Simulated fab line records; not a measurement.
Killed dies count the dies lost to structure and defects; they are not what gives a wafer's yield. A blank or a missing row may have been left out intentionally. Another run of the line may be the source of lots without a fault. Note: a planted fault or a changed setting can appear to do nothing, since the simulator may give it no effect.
fab line records -- flow sky130
record lots=12, wafers=36, lastDay=49
route steps=708 shown POLY_CUT@315 RES_XHIGH@341 SD_N@346 PAD_OPEN@708
lots that met no fault: from a run of the same line without faults
startH: start of the lot's first displayed wafer, in hours after the record's first day -- waitH: hours since the lot's step before -- " repeats the value in the row above -- L1.1+2: several wafers, shown together as one row -- - either no value or no given start -- * or withheld: withheld -- < > ~ a bound
route shown NAME@n: NAME is a module with steps in the file, n the number in the route of the first one -- usual: mean/standard deviation taken from wafers without a fault -- same: alike in all rows -- chamber/n: place in a boat -- sites: each site's reading -- _std_site: their standard deviation -- _edge_site: the outer-site mean with the inner-site mean subtracted -- radiusMm: for every site, how far away it sits from the centre of the wafer -- mask NAME#n: copy n -- behind: the most recent tool/chamber to have shaped the wafer -- hold: what put the lot on hold/how long, in hours/how the hold closed -- device: the n, p or np transistor that did not switch -- end of line: the route-end tests of the same wafers -- a step with no rows: only its recipe -- killed: the dies lost at the first sort to structure and to defects; this is not the yield of the wafer -- map: a wafer's dies, x killed, . not, _ none there
set.NAME: the setting the step ran with; set.NAME@STEP: the setting that earlier step ran with -- model.NAME: the simulator's own value behind a step, which no gauge read
a sample of lots followed through the steps of the route, with each step as a table and each wafer as a row
services: from which hour (startH, from the record's first day; less than 0 if before it) a tool's chamber was out of use, for how many hours, and why
## steps
# step SKY_POLY_CUT_CD_MEAS_08
# recipe targetCdNm=270
# usual cdNm=269.9/1.4
lot.wafer,tool,chamber,startH,waitH,cdNm
L366.1,cdSem-01,-,539.86,-,269.4
L366.3,cdSem-01,-,539.86,-,270.7
L366.5,cdSem-01,-,539.86,-,269.9
L367.4,cdSem-01,-,555.97,-,271.3
L367.5,cdSem-01,-,555.97,-,271.6
L367.6,cdSem-01,-,555.97,-,272.2
L371.3,cdSem-02,-,607.61,-,270.2
L371.4,cdSem-02,-,607.61,-,270.1
L371.6,cdSem-02,-,607.61,-,270.0
L375.1,cdSem-02,-,644.67,-,268.3
L375.3,cdSem-02,-,644.67,-,266.2
L375.5,cdSem-02,-,644.67,-,266.8
L377.3,cdSem-01,-,646.00,-,270.3
L377.4,cdSem-01,-,646.00,-,269.5
L377.6,cdSem-01,-,646.00,-,270.7
L378.1,cdSem-01,-,657.11,-,269.2
L378.3,cdSem-01,-,657.11,-,269.6
L378.4,cdSem-01,-,657.11,-,269.7
L379.3,cdSem-02,-,665.42,-,270.2
L379.4,cdSem-02,-,665.42,-,269.1
L379.6,cdSem-02,-,665.42,-,269.3
L382.3,cdSem-01,-,703.95,-,270.0
L382.5,cdSem-01,-,703.95,-,269.1
L382.6,cdSem-01,-,703.95,-,271.0
L383.2,cdSem-02,-,704.28,-,269.2
L383.4,cdSem-02,-,704.28,-,269.0
L383.5,cdSem-02,-,704.28,-,269.5
L381.2,cdSem-01,-,704.33,-,272.6
L381.4,cdSem-01,-,704.33,-,272.7
L381.5,cdSem-01,-,704.33,-,270.7
L384.4,cdSem-02,-,708.92,-,269.7
L384.5,cdSem-02,-,708.92,-,271.1
L384.6,cdSem-02,-,708.92,-,269.4
L385.1,cdSem-02,-,715.16,-,270.8
L385.5,cdSem-02,-,715.16,-,271.5
L385.6,cdSem-02,-,715.16,-,270.4
# step SKY_POLY_CUT_ETCH_10
# recipe chemistry=N2/H2, target=BARC, ionEnergyEv=200, sourceW=500, biasW=100, pressureMtorr=30, n2FlowSccm=100, h2FlowSccm=200, stopOn=SiO2, timeS=45.9, targetDepthA=600
# usual biasW=99.97/0.28, drypumpMotorCurrentA=5.6/0.53, h2FlowSccm=199.9/0.56, oesProductAu=0.854/0.0047, throttleValvePct=13.224/0.0091
lot.wafer,tool,chamber,startH,waitH,biasW,drypumpMotorCurrentA,h2FlowSccm,oesProductAu,rfHoursCounterH,throttleValvePct
L366.1,rieDiel-03,3,540.01,0.0,100.04,4.7,199.9,0.857,12,13.229
L366.3,rieDiel-03,1,540.01,0.0,99.61,5.8,199.4,0.846,18,13.220
L366.5,rieDiel-03,3,540.01,0.0,99.84,4.7,200.4,0.853,-,13.239
L367.4,rieDiel-03,1,556.06,0.0,99.91,5.8,199.7,0.862,18,13.234
L367.5,rieDiel-03,1,556.06,0.0,100.32,5.8,200.7,0.856,-,13.236
L367.6,rieDiel-03,2,556.06,0.0,99.69,6.1,199.4,0.854,-,13.235
L371.3,rieDiel-04,3,607.73,0.0,100.02,5.9,200.4,0.845,36,13.229
L371.4,rieDiel-04,1,607.73,0.0,99.89,4.8,200.0,0.856,-,13.237
L371.6,rieDiel-04,2,607.73,0.0,99.66,4.7,199.9,0.851,-,13.230
L375.1,rieDiel-04,0,644.83,0.0,100.54,6.3,199.6,0.865,0,13.230
L375.3,rieDiel-04,3,644.83,0.0,99.88,5.9,199.6,0.855,38,13.229
L375.5,rieDiel-04,2,644.83,0.0,99.46,4.7,199.8,0.846,-,13.229
L377.3,rieDiel-02,3,646.11,0.0,100.12,5.2,199.9,0.862,4,13.217
L377.4,rieDiel-02,0,646.11,0.0,100.15,5.8,200.7,0.854,6,13.226
L377.6,rieDiel-02,1,646.11,0.0,100.18,5.8,198.8,0.850,-,13.219
L378.1,rieDiel-02,3,657.26,0.0,99.69,5.2,199.6,0.852,4,13.218
L378.3,rieDiel-02,1,657.26,0.0,99.28,5.8,200.5,0.852,18,13.226
L378.4,rieDiel-02,2,657.26,0.0,99.92,6.2,201.1,0.850,8,13.228
L379.3,rieDiel-03,0,665.53,0.0,99.96,5.5,199.7,0.861,15,13.226
L379.4,rieDiel-03,2,665.53,0.0,99.71,6.1,200.4,0.857,3,13.226
L379.6,rieDiel-03,2,665.53,0.0,100.11,6.1,200.7,0.861,-,13.220
L382.3,rieDiel-03,2,704.06,0.0,99.83,6.1,199.8,0.848,4,13.216
L382.5,rieDiel-03,0,704.06,0.0,99.90,5.5,200.1,0.846,-,13.221
L382.6,rieDiel-03,3,704.06,0.0,100.10,4.7,200.4,0.858,-,13.231
L383.2,rieDiel-04,3,704.41,0.0,99.53,5.9,200.2,0.856,39,13.213
L383.4,rieDiel-04,2,704.41,0.0,99.56,4.7,199.8,0.854,7,13.227
L383.5,rieDiel-04,0,704.41,0.0,99.76,6.3,199.9,0.856,-,13.224
L381.2,rieDiel-02,2,704.47,0.0,99.65,6.2,200.7,0.857,9,13.232
L381.4,rieDiel-02,1,704.47,0.0,99.59,5.8,199.9,0.856,19,13.217
L381.5,rieDiel-02,2,704.47,0.0,100.14,6.1,199.3,0.846,-,13.234
L384.4,rieDiel-03,3,709.01,0.0,100.15,4.7,198.8,0.852,15,13.230
L384.5,rieDiel-03,3,709.01,0.0,99.66,4.7,199.9,0.853,-,13.223
L384.6,rieDiel-03,0,709.01,0.0,99.94,5.5,199.4,0.857,-,13.204
L385.1,rieDiel-04,1,715.32,0.0,99.45,4.8,199.6,0.854,1,13.248
L385.5,rieDiel-04,1,715.32,0.0,99.45,4.8,199.7,0.863,-,13.237
L385.6,rieDiel-04,2,715.32,0.0,100.27,4.7,200.9,0.850,-,13.215
# step SKY_RES_XHIGH_TW_MEAS_09
# usual RES_XHIGH_TW=1639/16
lot.wafer,tool,chamber,startH,waitH,RES_XHIGH_TW
L366.1,filmMetro-04,-,599.42,0.1,1648
L366.3,filmMetro-04,-,599.42,0.1,1638
L366.5,filmMetro-04,-,599.42,0.1,1639
L367.4,filmMetro-02,-,614.49,0.1,1644
L367.5,filmMetro-02,-,614.49,0.1,1641
L367.6,filmMetro-02,-,614.49,0.1,1650
L371.3,filmMetro-01,-,665.18,0.1,1615
L371.4,filmMetro-01,-,665.18,0.1,1624
L371.6,filmMetro-01,-,665.18,0.1,1623
L375.1,filmMetro-02,-,698.76,0.1,1652
L375.3,filmMetro-02,-,698.76,0.1,1650
L375.5,filmMetro-02,-,698.76,0.1,1652
L377.3,filmMetro-04,-,701.01,0.1,1646
L377.4,filmMetro-04,-,701.01,0.1,1646
L377.6,filmMetro-04,-,701.01,0.1,1640
L378.1,filmMetro-01,-,710.81,0.1,1610
L378.3,filmMetro-01,-,710.81,0.1,1614
L378.4,filmMetro-01,-,710.81,0.1,1611
L379.3,filmMetro-02,-,720.04,0.1,1654
L379.4,filmMetro-02,-,720.04,0.1,1657
L379.6,filmMetro-02,-,720.04,0.1,1655
L382.3,filmMetro-02,-,758.26,0.1,1666
L382.5,filmMetro-02,-,758.26,0.1,1660
L382.6,filmMetro-02,-,758.26,0.1,1669
L383.2,filmMetro-01,-,758.55,0.1,1614
L383.4,filmMetro-01,-,758.55,0.1,1614
L383.5,filmMetro-01,-,758.55,0.1,1627
L381.2,filmMetro-04,-,759.27,0.1,1650
L381.4,filmMetro-04,-,759.27,0.1,1648
L381.5,filmMetro-04,-,759.27,0.1,1651
L384.4,filmMetro-01,-,761.65,0.1,1619
L384.5,filmMetro-01,-,761.65,0.1,1615
L384.6,filmMetro-01,-,761.65,0.1,1621
L385.1,filmMetro-01,-,769.82,0.1,1619
L385.5,filmMetro-01,-,769.82,0.1,1610
L385.6,filmMetro-01,-,769.82,0.1,1623
# step SKY_SD_N_EXPOSE_04
# recipe maskId=NSDM, na=0.6, sourceShape=conventional, sigmaOuter=0.6, polarization=unpolarized, targetCdNm=380, doseMj=141
# usual exposureDoseMJCm2=141.01/0.13
lot.wafer,tool,chamber,startH,waitH,mask,exposureDoseMJCm2
L366.1,ilineStepper-01,0,614.39,-,NSDM#0,141.03
L366.3,ilineStepper-01,0,614.39,-,NSDM#0,141.06
L366.5,ilineStepper-01,0,614.39,-,NSDM#0,140.95
L367.4,ilineStepper-02,0,628.87,-,NSDM#0,140.89
L367.5,ilineStepper-02,0,628.87,-,NSDM#0,140.77
L367.6,ilineStepper-02,0,628.87,-,NSDM#0,141.01
L371.3,ilineStepper-01,0,678.05,-,NSDM#0,141.03
L371.4,ilineStepper-01,0,678.05,-,NSDM#0,141.04
L371.6,ilineStepper-01,0,678.05,-,NSDM#0,140.95
L375.1,ilineStepper-01,0,712.36,-,NSDM#0,141.01
L375.3,ilineStepper-01,0,712.36,-,NSDM#0,141.02
L375.5,ilineStepper-01,0,712.36,-,NSDM#0,141.06
L377.3,ilineStepper-01,0,713.81,-,NSDM#0,141.07
L377.4,ilineStepper-01,0,713.81,-,NSDM#0,141.02
L377.6,ilineStepper-01,0,713.81,-,NSDM#0,141.15
L378.1,ilineStepper-02,0,725.19,-,NSDM#0,140.77
L378.3,ilineStepper-02,0,725.19,-,NSDM#0,140.84
L378.4,ilineStepper-02,0,725.19,-,NSDM#0,141.04
L379.3,ilineStepper-01,0,733.98,-,NSDM#0,140.92
L379.4,ilineStepper-01,0,733.98,-,NSDM#0,141.06
L379.6,ilineStepper-01,0,733.98,-,NSDM#0,140.91
L382.3,ilineStepper-02,0,771.80,-,NSDM#0,141.13
L382.5,ilineStepper-02,0,771.80,-,NSDM#0,141.03
L382.6,ilineStepper-02,0,771.80,-,NSDM#0,141.13
L383.2,ilineStepper-01,0,772.36,-,NSDM#0,134.60
L383.4,ilineStepper-01,0,772.36,-,NSDM#0,134.59
L383.5,ilineStepper-01,0,772.36,-,NSDM#0,134.40
L381.2,ilineStepper-01,0,772.83,-,NSDM#0,134.17
L381.4,ilineStepper-01,0,772.83,-,NSDM#0,134.49
L381.5,ilineStepper-01,0,772.83,-,NSDM#0,134.50
L384.4,ilineStepper-01,0,775.18,-,NSDM#0,134.53
L384.5,ilineStepper-01,0,775.18,-,NSDM#0,134.37
L384.6,ilineStepper-01,0,775.18,-,NSDM#0,134.45
L385.1,ilineStepper-01,0,783.04,-,NSDM#0,134.58
L385.5,ilineStepper-01,0,783.04,-,NSDM#0,134.39
L385.6,ilineStepper-01,0,783.04,-,NSDM#0,134.53
# step SKY_SD_N_CD_MEAS_07
# recipe targetCdNm=380
# usual cdNm=380.6/2.4
lot.wafer,tool,chamber,startH,waitH,cdNm
L366.1,cdSem-02,-,628.17,0.1,380.9
L366.3,cdSem-02,-,628.17,0.1,378.5
L366.5,cdSem-02,-,628.17,0.1,383.6
L367.4,cdSem-02,-,642.82,0.1,377.4
L367.5,cdSem-02,-,642.82,0.1,378.3
L367.6,cdSem-02,-,642.82,0.1,378.6
L371.3,cdSem-01,-,691.75,0.1,380.4
L371.4,cdSem-01,-,691.75,0.1,380.9
L371.6,cdSem-01,-,691.75,0.1,383.3
L375.1,cdSem-01,-,726.14,0.1,381.9
L375.3,cdSem-01,-,726.14,0.1,377.2
L375.5,cdSem-01,-,726.14,0.1,379.7
L377.3,cdSem-02,-,727.61,0.1,378.6
L377.4,cdSem-02,-,727.61,0.1,379.1
L377.6,cdSem-02,-,727.61,0.1,380.5
L378.1,cdSem-01,-,737.87,0.1,378.6
L378.3,cdSem-01,-,737.87,0.1,377.9
L378.4,cdSem-01,-,737.87,0.1,380.0
L379.3,cdSem-01,-,747.35,0.1,380.0
L379.4,cdSem-01,-,747.35,0.1,381.6
L379.6,cdSem-01,-,747.35,0.1,378.4
L382.3,cdSem-02,-,784.66,0.1,380.3
L382.5,cdSem-02,-,784.66,0.1,380.2
L382.6,cdSem-02,-,784.66,0.1,380.5
L383.2,cdSem-02,-,784.94,0.1,362.8
L383.4,cdSem-02,-,784.94,0.1,366.2
L383.5,cdSem-02,-,784.94,0.1,363.2
L381.2,cdSem-01,-,786.01,0.1,367.6
L381.4,cdSem-01,-,786.01,0.1,367.6
L381.5,cdSem-01,-,786.01,0.1,368.8
L384.4,cdSem-01,-,787.87,0.1,369.3
L384.5,cdSem-01,-,787.87,0.1,369.2
L384.6,cdSem-01,-,787.87,0.1,369.4
L385.1,cdSem-02,-,796.27,0.1,368.7
L385.5,cdSem-02,-,796.27,0.1,368.9
L385.6,cdSem-02,-,796.27,0.1,366.9
# step SKY_PAD_OPEN_PROBE_99
# usual killed_at_M0_to_M3=43/6.6, killed_at_M4_up=3.1/1.6, killedAtContacts=23/5.6, killedAtFrontEnd=15/4.2, killedAtOther=0.2/0.43, killedDies=85/9.3, killedOpen=46/6.6, killedShort=39/6.2
# same grossDies=492, killedAtBackSide=0
lot.wafer,tool,chamber,startH,waitH,killed_at_M0_to_M3,killed_at_M4_up,killedAtContacts,killedAtFrontEnd,killedAtOther,killedDies,killedOpen,killedShort
L366.1,prober-01,-,1056.66,0.1,44,1,32,13,1,91,50,41
L366.3,prober-01,-,1056.76,0.2,45,2,28,20,0,95,54,41
L366.5,prober-01,-,1056.86,0.2,43,5,26,19,0,93,46,47
L367.4,prober-02,-,1066.54,0.2,45,5,12,15,0,77,39,38
L367.5,prober-02,-,1066.59,0.2,46,4,16,11,0,77,44,33
L367.6,prober-02,-,1066.64,0.2,47,5,27,9,0,88,45,43
L371.3,prober-02,-,1107.06,0.2,45,0,26,18,0,89,55,34
L371.4,prober-02,-,1107.11,0.2,45,2,22,27,0,96,55,41
L371.6,prober-02,-,1107.21,0.2,49,4,26,13,0,92,49,43
L375.1,prober-01,-,1132.56,0.1,42,1,37,15,0,95,57,38
L375.3,prober-01,-,1132.66,0.2,40,7,26,13,1,87,39,48
L375.5,prober-01,-,1132.76,0.2,44,3,27,18,0,92,39,53
L377.3,prober-02,-,1133.06,0.2,49,2,19,10,0,80,37,43
L377.4,prober-02,-,1133.11,0.2,36,5,34,16,0,91,51,40
L377.6,prober-02,-,1133.21,0.2,38,3,29,10,0,80,38,42
L378.1,prober-01,-,1141.25,0.1,42,1,23,9,1,76,44,32
L378.3,prober-01,-,1141.35,0.2,45,4,31,21,0,101,57,44
L378.4,prober-01,-,1141.40,0.2,23,1,23,21,0,68,40,28
L379.3,prober-02,-,1143.50,0.2,46,2,28,17,1,94,49,45
L379.4,prober-02,-,1143.55,0.2,36,4,26,24,0,90,47,43
L379.6,prober-02,-,1143.65,0.2,44,4,38,15,0,101,46,55
L382.3,prober-02,-,1170.93,0.2,48,2,21,15,0,86,45,41
L382.5,prober-02,-,1171.03,0.2,28,2,27,18,0,75,42,33
L382.6,prober-02,-,1171.08,0.2,41,5,21,14,0,81,40,41
L381.2,prober-01,-,1172.98,0.1,37,3,19,13,0,72,45,27
L381.4,prober-01,-,1173.08,0.2,45,3,18,15,0,81,43,38
L381.5,prober-01,-,1173.13,0.2,30,4,31,18,0,83,40,43
L383.2,prober-02,-,1173.20,0.1,50,1,16,15,0,82,44,38
L383.4,prober-02,-,1173.30,0.2,40,1,25,20,0,86,50,36
L383.5,prober-02,-,1173.35,0.2,38,4,30,14,0,86,50,36
L384.4,prober-01,-,1174.58,0.2,41,8,24,14,1,88,37,51
L384.5,prober-01,-,1174.63,0.2,57,5,13,16,0,91,51,40
L384.6,prober-01,-,1174.68,0.2,46,2,16,16,0,80,46,34
L385.1,prober-02,-,1179.56,0.1,46,3,29,12,0,90,50,40
L385.5,prober-02,-,1179.76,0.2,44,4,22,19,0,89,46,43
L385.6,prober-02,-,1179.81,0.2,45,0,16,15,0,76,38,38
# killed by level:class
L366.1 CONTACT:geometricParticle:open=14 VIA1:geometricParticle:open=9 LI_CONTACT:geometricParticle:open=8 METAL1:geometricParticle:short=6 VIA2:geometricParticle:open=6 CONTACT:geometricParticle:short=5 METAL2:geometricParticle:short=5 POLY_GATE:geometricParticle:short=4
L366.3 VIA3:geometricParticle:open=16 LI_CONTACT:geometricParticle:open=8 CONTACT:geometricParticle:short=8 CONTACT:geometricParticle:open=8 METAL1:geometricParticle:short=8 FIELD_ISO:geometricParticle:short=6 VIA1:geometricParticle:open=6 FIELD_ISO:geometricParticle:open=5
L366.5 VIA1:geometricParticle:open=9 LI_CONTACT:geometricParticle:open=8 CONTACT:geometricParticle:short=8 VIA2:geometricParticle:open=7 LI_CONTACT:geometricParticle:short=6 METAL2:geometricParticle:short=6 FIELD_ISO:geometricParticle:open=5 FIELD_ISO:geometricParticle:short=4
L367.4 VIA1:geometricParticle:open=14 METAL1:geometricParticle:short=10 VIA3:geometricParticle:open=7 CONTACT:geometricParticle:open=6 POLY_GATE:geometricParticle:short=4 VIA2:geometricParticle:short=4 VIA3:geometricParticle:short=4 METAL4:geometricParticle:short=4
L367.5 VIA1:geometricParticle:open=11 VIA3:geometricParticle:open=8 LI_CONTACT:geometricParticle:open=7 VIA2:geometricParticle:open=7 METAL1:geometricParticle:short=5 VIA1:geometricParticle:short=5 METAL4:geometricParticle:short=4 POLY_GATE:geometricParticle:open=3
L367.6 LI_CONTACT:geometricParticle:open=13 VIA1:geometricParticle:open=11 FIELD_ISO:geometricParticle:short=6 METAL1:geometricParticle:short=6 VIA3:geometricParticle:open=5 CONTACT:geometricParticle:open=5 CONTACT:geometricParticle:short=5 VIA1:geometricParticle:short=5
L371.3 VIA1:geometricParticle:open=11 CONTACT:geometricParticle:open=9 LI_CONTACT:geometricParticle:open=8 METAL1:geometricParticle:short=6 VIA2:geometricParticle:short=6 VIA2:geometricParticle:open=6 FIELD_ISO:geometricParticle:open=5 POLY_GATE:geometricParticle:short=5
L371.4 VIA1:geometricParticle:open=11 VIA3:geometricParticle:open=8 FIELD_ISO:geometricParticle:open=6 LI_CONTACT:geometricParticle:open=6 VIA2:geometricParticle:open=6 POLY_GATE:geometricParticle:short=5 CONTACT:geometricParticle:short=5 CONTACT:geometricParticle:open=5
L371.6 VIA1:geometricParticle:open=12 VIA3:geometricParticle:open=10 LI_CONTACT:geometricParticle:open=7 CONTACT:geometricParticle:open=7 METAL2:geometricParticle:short=7 METAL1:geometricParticle:short=6 LI_CONTACT:geometricParticle:short=4 LOCAL_INTERCONNECT:geometricParticle:short=4
L375.1 VIA1:geometricParticle:open=15 CONTACT:geometricParticle:open=12 CONTACT:geometricParticle:short=11 LI_CONTACT:geometricParticle:open=10 VIA2:geometricParticle:open=6 FIELD_ISO:geometricParticle:short=5 METAL1:geometricParticle:short=5 POLY_GATE:geometricParticle:open=4
L375.3 VIA1:geometricParticle:open=8 LI_CONTACT:geometricParticle:open=8 CONTACT:geometricParticle:short=7 METAL1:geometricParticle:short=6 VIA3:geometricParticle:open=6 METAL2:geometricParticle:short=5 CONTACT:geometricParticle:open=5 VIA1:geometricParticle:short=5
L375.5 METAL1:geometricParticle:short=9 VIA2:geometricParticle:short=8 CONTACT:geometricParticle:open=8 VIA1:geometricParticle:open=8 CONTACT:geometricParticle:short=7 FIELD_ISO:geometricParticle:open=5 FIELD_ISO:geometricParticle:short=5 LI_CONTACT:geometricParticle:open=5
L377.3 METAL2:geometricParticle:short=13 METAL1:geometricParticle:short=10 VIA3:geometricParticle:open=7 CONTACT:geometricParticle:open=6 LOCAL_INTERCONNECT:geometricParticle:open=5 VIA1:geometricParticle:short=4 VIA1:geometricParticle:open=4 VIA2:geometricParticle:open=4
L377.4 CONTACT:geometricParticle:open=12 VIA1:geometricParticle:open=10 VIA2:geometricParticle:open=9 LI_CONTACT:geometricParticle:short=7 LI_CONTACT:geometricParticle:open=7 VIA3:geometricParticle:open=5 METAL4:geometricParticle:short=5 FIELD_ISO:geometricParticle:open=4
L377.6 CONTACT:geometricParticle:open=15 METAL2:geometricParticle:short=11 METAL1:geometricParticle:short=7 VIA1:geometricParticle:open=7 CONTACT:geometricParticle:short=5 FIELD_ISO:geometricParticle:short=4 LOCAL_INTERCONNECT:geometricParticle:short=4 VIA2:geometricParticle:open=4
L378.1 VIA1:geometricParticle:open=12 CONTACT:geometricParticle:open=7 FIELD_ISO:geometricParticle:short=5 METAL2:geometricParticle:short=5 LI_CONTACT:geometricParticle:open=5 CONTACT:geometricParticle:short=4 VIA1:geometricParticle:short=4 VIA2:geometricParticle:open=4
L378.3 CONTACT:geometricParticle:open=15 VIA1:geometricParticle:open=11 CONTACT:geometricParticle:short=7 VIA2:geometricParticle:open=7 VIA1:geometricParticle:short=6 METAL3:geometricParticle:short=5 LOCAL_INTERCONNECT:geometricParticle:short=5 VIA3:geometricParticle:open=5
L378.4 CONTACT:geometricParticle:open=8 LI_CONTACT:geometricParticle:open=7 VIA1:geometricParticle:open=6 FIELD_ISO:geometricParticle:short=5 FIELD_ISO:geometricParticle:open=5 POLY_GATE:geometricParticle:short=4 VIA3:geometricParticle:short=4 VIA1:geometricParticle:short=4
L379.3 CONTACT:geometricParticle:open=12 METAL2:geometricParticle:short=10 VIA1:geometricParticle:open=10 CONTACT:geometricParticle:short=7 FIELD_ISO:geometricParticle:short=6 FIELD_ISO:geometricParticle:open=5 VIA2:geometricParticle:open=5 VIA3:geometricParticle:open=5
L379.4 CONTACT:geometricParticle:open=11 FIELD_ISO:geometricParticle:short=7 CONTACT:geometricParticle:short=7 VIA1:geometricParticle:open=7 METAL2:geometricParticle:short=7 POLY_GATE:geometricParticle:open=6 POLY_GATE:geometricParticle:short=4 LI_CONTACT:geometricParticle:open=4
L379.6 CONTACT:geometricParticle:open=13 METAL2:geometricParticle:short=12 VIA1:geometricParticle:open=8 CONTACT:geometricParticle:short=7 LOCAL_INTERCONNECT:geometricParticle:short=6 FIELD_ISO:geometricParticle:short=5 VIA2:geometricParticle:open=5 LI_CONTACT:geometricParticle:short=4
L382.3 VIA1:geometricParticle:open=13 CONTACT:geometricParticle:open=6 VIA2:geometricParticle:open=6 FIELD_ISO:geometricParticle:open=5 LI_CONTACT:geometricParticle:open=5 CONTACT:geometricParticle:short=5 VIA1:geometricParticle:short=5 VIA3:geometricParticle:open=5
L382.5 VIA1:geometricParticle:open=9 LI_CONTACT:geometricParticle:open=7 CONTACT:geometricParticle:open=7 CONTACT:geometricParticle:short=7 FIELD_ISO:geometricParticle:open=5 POLY_GATE:geometricParticle:open=4 METAL2:geometricParticle:short=4 VIA3:geometricParticle:open=4
L382.6 VIA1:geometricParticle:short=10 VIA1:geometricParticle:open=9 LI_CONTACT:geometricParticle:open=7 CONTACT:geometricParticle:open=6 METAL2:geometricParticle:short=6 CONTACT:geometricParticle:short=5 METAL1:geometricParticle:short=5 VIA2:geometricParticle:open=5
L381.2 LI_CONTACT:geometricParticle:open=9 FIELD_ISO:geometricParticle:open=8 VIA1:geometricParticle:open=8 VIA2:geometricParticle:open=8 METAL2:geometricParticle:short=5 VIA3:geometricParticle:short=5 CONTACT:geometricParticle:open=4 VIA3:geometricParticle:open=4
L381.4 VIA1:geometricParticle:open=12 VIA3:geometricParticle:open=9 CONTACT:geometricParticle:open=6 CONTACT:geometricParticle:short=6 VIA1:geometricParticle:short=6 FIELD_ISO:geometricParticle:short=4 METAL2:geometricParticle:short=4 VIA2:geometricParticle:short=4
L381.5 CONTACT:geometricParticle:open=9 VIA1:geometricParticle:open=9 POLY_GATE:geometricParticle:short=7 LI_CONTACT:geometricParticle:open=6 LOCAL_INTERCONNECT:geometricParticle:short=6 CONTACT:geometricParticle:short=5 SPACER:geometricParticle:short=4 METAL2:geometricParticle:short=4
L383.2 VIA1:geometricParticle:open=13 VIA2:geometricParticle:open=9 VIA1:geometricParticle:short=6 VIA3:geometricParticle:open=6 METAL1:geometricParticle:short=5 FIELD_ISO:geometricParticle:short=4 POLY_GATE:geometricParticle:open=4 LOCAL_INTERCONNECT:geometricParticle:short=4
L383.4 VIA1:geometricParticle:open=13 FIELD_ISO:geometricParticle:open=7 CONTACT:geometricParticle:short=6 CONTACT:geometricParticle:open=6 METAL1:geometricParticle:short=6 VIA3:geometricParticle:open=6 FIELD_ISO:geometricParticle:short=5 VIA2:geometricParticle:open=5
L383.5 CONTACT:geometricParticle:open=14 VIA1:geometricParticle:open=8 METAL1:geometricParticle:short=7 VIA2:geometricParticle:open=7 LI_CONTACT:geometricParticle:open=6 CONTACT:geometricParticle:short=5 POLY_GATE:geometricParticle:open=4 VIA3:geometricParticle:open=4
L384.4 VIA1:geometricParticle:open=10 METAL2:geometricParticle:short=8 LI_CONTACT:geometricParticle:open=7 METAL1:geometricParticle:short=6 CONTACT:geometricParticle:open=6 FIELD_ISO:geometricParticle:short=5 POLY_GATE:geometricParticle:short=5 LOCAL_INTERCONNECT:geometricParticle:short=5
L384.5 VIA3:geometricParticle:open=13 VIA1:geometricParticle:open=9 METAL1:geometricParticle:short=8 FIELD_ISO:geometricParticle:short=7 VIA2:geometricParticle:open=7 METAL2:geometricParticle:short=6 CONTACT:geometricParticle:open=5 LI_CONTACT:geometricParticle:open=5
L384.6 VIA1:geometricParticle:open=15 VIA3:geometricParticle:open=7 FIELD_ISO:geometricParticle:short=6 LI_CONTACT:geometricParticle:open=5 VIA2:geometricParticle:open=5 CONTACT:geometricParticle:short=4 METAL2:geometricParticle:short=4 VIA3:geometricParticle:short=4
L385.1 VIA1:geometricParticle:open=11 VIA3:geometricParticle:open=9 LI_CONTACT:geometricParticle:open=8 CONTACT:geometricParticle:open=7 VIA1:geometricParticle:short=7 VIA2:geometricParticle:open=7 FIELD_ISO:geometricParticle:short=5 LI_CONTACT:geometricParticle:short=4
L385.5 VIA1:geometricParticle:open=10 CONTACT:geometricParticle:open=9 POLY_GATE:geometricParticle:short=7 VIA2:geometricParticle:open=7 FIELD_ISO:geometricParticle:short=5 VIA2:geometricParticle:short=5 VIA3:geometricParticle:open=5 METAL2:geometricParticle:short=4
L385.6 VIA3:geometricParticle:short=7 METAL1:geometricParticle:short=7 VIA1:geometricParticle:open=7 VIA3:geometricParticle:open=7 POLY_GATE:geometricParticle:open=5 LI_CONTACT:geometricParticle:open=5 FIELD_ISO:geometricParticle:short=4 VIA1:geometricParticle:short=4
## services
tool,chamber,startH,hours,kind
rieDiel-04,2,518.61,6.2,repair
ilineStepper-01,-,520.40,1.7,pm
rieDiel-03,0,529.14,17.2,repair
rieDiel-02,0,544.32,13.7,repair
rieDiel-04,0,560.67,1.7,repair
rieDiel-04,2,577.04,1.6,repair
ilineStepper-01,-,597.78,4.1,repair
rieDiel-03,-,600.12,0.2,repair
rieDiel-04,0,600.47,-,clean
rieDiel-04,0,600.47,30.0,scheduledDown
rieDiel-04,0,600.47,30.0,ventCycle
rieDiel-02,3,617.56,4.7,repair
rieDiel-03,1,631.98,4.4,repair
ilineStepper-02,-,634.15,2.8,repair
rieDiel-04,1,643.77,-,clean
rieDiel-04,1,643.77,20.7,scheduledDown
rieDiel-03,3,653.56,5.6,repair
ilineStepper-02,-,662.57,24.4,repair
rieDiel-02,3,685.81,13.3,repair
ilineStepper-02,-,716.65,1.7,pm
rieDiel-02,-,721.08,1.2,repair
ilineStepper-01,-,723.51,4.4,pm
ilineStepper-01,-,738.58,1.7,pm
rieDiel-02,2,749.53,5.1,repair
## key
firstSign step=SKY_SD_N_EXPOSE_04, reading=exposureDoseMJCm2, direction=down, sigmas=51, usual=*, struck=*
effect step=SKY_SD_N_CD_MEAS_07, reading=cdNm, direction=down, sigmas=5.6, usual=380.6, struck=367.4
metAt SKY_SD_N_EXPOSE_04
struckLots L381,L383,L384,L385
testerLeftOut L381,L383,L384,L385
notActingAt SKY_POLY_CUT_CD_MEAS_08,SKY_POLY_CUT_ETCH_10,SKY_RES_XHIGH_TW_MEAS_09
onsetBetween 733.98 772.36
fault kind=processParameterDrift, tool=ilineStepper-01, chamber=-, onsetH=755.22, steps=SKY_SD_N_EXPOSE_04, channel=doseMj, offset=-6.6324, shape=step, actsIn=theseRecipesOnly, stated=141
# testerLeftOut: of these lots the tester's yield and bins aren't shown, on N5 and GAA mostly nor the transistor test; their killed dies are dies lost to structure and defects alone, not to doping, threshold or leakage, so they don't give the yield
